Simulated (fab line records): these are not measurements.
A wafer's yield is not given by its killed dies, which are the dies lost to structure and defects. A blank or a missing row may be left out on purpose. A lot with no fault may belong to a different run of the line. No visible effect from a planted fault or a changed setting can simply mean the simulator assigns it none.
Split-lot study :: flow sfq_line :: 23 wafers read across 5 lots, on a route 325 steps long

## THE SPLIT ITSELF
At SFQ_TRILAYER_I0_VIA_LITHO_COAT_031 (resist thk 650 nm), the setting resist_thk_nm was moved away from the recipe's 650 nm on 5 of the 23 wafers read, by +5.0% to +5.0%. The other wafers ran this setting at the recipe's value.

## FROM THE SPLIT TO THE READING: what the file shows between them, 3 steps
- SFQ_TRILAYER_I0_VIA_LITHO_SOFTBAKE_035
- SFQ_TRILAYER_I0_VIA_LITHO_EXPOSE_032: exposes mask I0, target cd 500 nm
- SFQ_TRILAYER_I0_VIA_BARC_OPEN_VIA_ETCH_046: etches BARC in O2, target depth 125 nm, time 41.7 s

## THE READING
KrF_of_TRILAYER_I0_VIA_LITHO_COAT_031.thk_nm (the simulator's own value, which no gauge read), in nm, at SFQ_TRILAYER_I0_VIA_ETCH_VIA_ETCH_034 (etches SiO2 in CHF3, stops on Nb, target depth 260 nm). There is no usual value for it anywhere in the file. Across the 18 wafers here that went through the recipe, the average is 531.5 nm and the standard deviation 1.9 nm.

wafer: L075.1
tool, chamber at the split: litho_track-03, 0
resist_thk_nm as run, nm: 650
against the recipe: recipe
KrF_of_TRILAYER_I0_VIA_LITHO_COAT_031.thk_nm, nm: 531
against lot-mates on the recipe: -

wafer: L075.2
tool, chamber at the split: litho_track-03, 0
resist_thk_nm as run, nm: 650
against the recipe: recipe
KrF_of_TRILAYER_I0_VIA_LITHO_COAT_031.thk_nm, nm: 531.8
against lot-mates on the recipe: -

wafer: L075.3
tool, chamber at the split: litho_track-03, 0
resist_thk_nm as run, nm: 650
against the recipe: recipe
KrF_of_TRILAYER_I0_VIA_LITHO_COAT_031.thk_nm, nm: 533
against lot-mates on the recipe: -

wafer: L075.4
tool, chamber at the split: litho_track-03, 0
resist_thk_nm as run, nm: 650
against the recipe: recipe
KrF_of_TRILAYER_I0_VIA_LITHO_COAT_031.thk_nm, nm: 530.1
against lot-mates on the recipe: -

wafer: L075.5
tool, chamber at the split: litho_track-03, 0
resist_thk_nm as run, nm: 650
against the recipe: recipe
KrF_of_TRILAYER_I0_VIA_LITHO_COAT_031.thk_nm, nm: 534
against lot-mates on the recipe: -

wafer: L076.1
tool, chamber at the split: litho_track-01, 0
resist_thk_nm as run, nm: 682.7
against the recipe: +5.0%
KrF_of_TRILAYER_I0_VIA_LITHO_COAT_031.thk_nm, nm: 559.3
against lot-mates on the recipe: +27.5

wafer: L076.2
tool, chamber at the split: litho_track-01, 0
resist_thk_nm as run, nm: 650
against the recipe: recipe
KrF_of_TRILAYER_I0_VIA_LITHO_COAT_031.thk_nm, nm: 531
against lot-mates on the recipe: -

wafer: L076.3
tool, chamber at the split: litho_track-01, 0
resist_thk_nm as run, nm: 682.7
against the recipe: +5.0%
KrF_of_TRILAYER_I0_VIA_LITHO_COAT_031.thk_nm, nm: 562.9
against lot-mates on the recipe: +31.1

wafer: L076.4
tool, chamber at the split: litho_track-01, 0
resist_thk_nm as run, nm: 650
against the recipe: recipe
KrF_of_TRILAYER_I0_VIA_LITHO_COAT_031.thk_nm, nm: 533.8
against lot-mates on the recipe: -

wafer: L076.5
tool, chamber at the split: litho_track-01, 0
resist_thk_nm as run, nm: 650
against the recipe: recipe
KrF_of_TRILAYER_I0_VIA_LITHO_COAT_031.thk_nm, nm: 530.6
against lot-mates on the recipe: -

wafer: L079.1
tool, chamber at the split: litho_track-03, 0
resist_thk_nm as run, nm: 650
against the recipe: recipe
KrF_of_TRILAYER_I0_VIA_LITHO_COAT_031.thk_nm, nm: 532.3
against lot-mates on the recipe: -

wafer: L079.3
tool, chamber at the split: litho_track-03, 0
resist_thk_nm as run, nm: 650
against the recipe: recipe
KrF_of_TRILAYER_I0_VIA_LITHO_COAT_031.thk_nm, nm: 535.3
against lot-mates on the recipe: -

wafer: L079.4
tool, chamber at the split: litho_track-03, 0
resist_thk_nm as run, nm: 650
against the recipe: recipe
KrF_of_TRILAYER_I0_VIA_LITHO_COAT_031.thk_nm, nm: 530.5
against lot-mates on the recipe: -

wafer: L079.5
tool, chamber at the split: litho_track-03, 0
resist_thk_nm as run, nm: 650
against the recipe: recipe
KrF_of_TRILAYER_I0_VIA_LITHO_COAT_031.thk_nm, nm: 532.6
against lot-mates on the recipe: -

wafer: L079.6
tool, chamber at the split: litho_track-03, 0
resist_thk_nm as run, nm: 650
against the recipe: recipe
KrF_of_TRILAYER_I0_VIA_LITHO_COAT_031.thk_nm, nm: 531.1
against lot-mates on the recipe: -

wafer: L082.1
tool, chamber at the split: litho_track-04, 0
resist_thk_nm as run, nm: 650
against the recipe: recipe
KrF_of_TRILAYER_I0_VIA_LITHO_COAT_031.thk_nm, nm: 528.9
against lot-mates on the recipe: -

wafer: L082.2
tool, chamber at the split: litho_track-04, 0
resist_thk_nm as run, nm: 650
against the recipe: recipe
KrF_of_TRILAYER_I0_VIA_LITHO_COAT_031.thk_nm, nm: 528.2
against lot-mates on the recipe: -

wafer: L082.4
tool, chamber at the split: litho_track-04, 0
resist_thk_nm as run, nm: 650
against the recipe: recipe
KrF_of_TRILAYER_I0_VIA_LITHO_COAT_031.thk_nm, nm: 531.9
against lot-mates on the recipe: -

wafer: L085.1
tool, chamber at the split: litho_track-03, 0
resist_thk_nm as run, nm: 650
against the recipe: recipe
KrF_of_TRILAYER_I0_VIA_LITHO_COAT_031.thk_nm, nm: 527.8
against lot-mates on the recipe: -

wafer: L085.2
tool, chamber at the split: litho_track-03, 0
resist_thk_nm as run, nm: 650
against the recipe: recipe
KrF_of_TRILAYER_I0_VIA_LITHO_COAT_031.thk_nm, nm: 532.3
against lot-mates on the recipe: -

wafer: L085.3
tool, chamber at the split: litho_track-03, 0
resist_thk_nm as run, nm: 682.6
against the recipe: +5.0%
KrF_of_TRILAYER_I0_VIA_LITHO_COAT_031.thk_nm, nm: 567
against lot-mates on the recipe: +37.0

wafer: L085.4
tool, chamber at the split: litho_track-03, 0
resist_thk_nm as run, nm: 682.6
against the recipe: +5.0%
KrF_of_TRILAYER_I0_VIA_LITHO_COAT_031.thk_nm, nm: 564.8
against lot-mates on the recipe: +34.8

wafer: L085.6
tool, chamber at the split: litho_track-03, 0
resist_thk_nm as run, nm: 682.6
against the recipe: +5.0%
KrF_of_TRILAYER_I0_VIA_LITHO_COAT_031.thk_nm, nm: 564.5
against lot-mates on the recipe: +34.5

FIT RESULTS
A straight line over all 23 wafers: KrF_of_TRILAYER_I0_VIA_LITHO_COAT_031.thk_nm changes by +6.42 nm for each +1% of resist_thk_nm; r = +0.99; the points scatter about the line by 2.2 nm.
The same after taking each lot's own level away (the mean of its wafers on the recipe; 23 wafers): +6.56 nm for each +1%; r = +0.99; scatter 2.2 nm.
According to that fit, moving resist_thk_nm by its largest amount changes the reading by 33 nm.
The lots' own levels span 529.67 to 532.36 nm, that is 1.4 times the standard deviation above.
So the lot-to-lot level changes the slope little: the two slopes agree.
Check: for one of the wafers moved furthest among these (+5.0%), held out of the fit, the line's prediction against its lot-mates is +34.4 nm. Against them it came out at +27.5 nm.

## OTHER SPLITS APPLIED TO THESE WAFERS
Before the reading, these wafers also passed through other splits. Each is held against what the fit with the lots' levels taken away leaves over:
other split on the same wafers: SFQ_TRILAYER_INCOMING_OXIDATION_002 ox_time_s
wafers away from the commonest value: 18
r with KrF_of_TRILAYER_I0_VIA_LITHO_COAT_031.thk_nm (lot level and that fit taken away): -0.11

other split on the same wafers: SFQ_TRILAYER_L0_LITHO_COAT_010 resist_thk_nm
wafers away from the commonest value: 9
r with KrF_of_TRILAYER_I0_VIA_LITHO_COAT_031.thk_nm (lot level and that fit taken away): +0.08

other split on the same wafers: SFQ_TRILAYER_L0_VIA_LITHO_PEB_016 peb_time_s
wafers away from the commonest value: 7
r with KrF_of_TRILAYER_I0_VIA_LITHO_COAT_031.thk_nm (lot level and that fit taken away): +0.18

other split on the same wafers: SFQ_TRILAYER_M0_LITHO_EXPOSE_022 dose_mj
wafers away from the commonest value: 12
r with KrF_of_TRILAYER_I0_VIA_LITHO_COAT_031.thk_nm (lot level and that fit taken away): +0.27

other split on the same wafers: SFQ_TRILAYER_M0_ETCH_METAL_ETCH_024 pressure_mtorr
wafers away from the commonest value: 10
r with KrF_of_TRILAYER_I0_VIA_LITHO_COAT_031.thk_nm (lot level and that fit taken away): -0.05

## THE WHOLE CHAIN: every reading that the file lists as answering this split, in the file's order
step: SFQ_TRILAYER_I0_VIA_LITHO_COAT_031
what it does: resist thk 650 nm
reading: KrF_of_TRILAYER_I0_VIA_LITHO_COAT_031.thk_nm (the simulator's own value, which no gauge read)
change (the file's fit): +6.53 nm for each +1% of the setting
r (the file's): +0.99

step: SFQ_TRILAYER_I0_VIA_ETCH_VIA_ETCH_034
what it does: etches SiO2 in CHF3, stops on Nb, target depth 260 nm
reading: KrF_of_TRILAYER_I0_VIA_LITHO_COAT_031.thk_nm (the simulator's own value, which no gauge read)
change (the file's fit): +6.44 nm for each +1% of the setting
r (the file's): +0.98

## THE FILE'S OWN FIT
KrF_of_TRILAYER_I0_VIA_LITHO_COAT_031.thk_nm changes by +6.44 nm for each +1% of resist_thk_nm, r = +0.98.
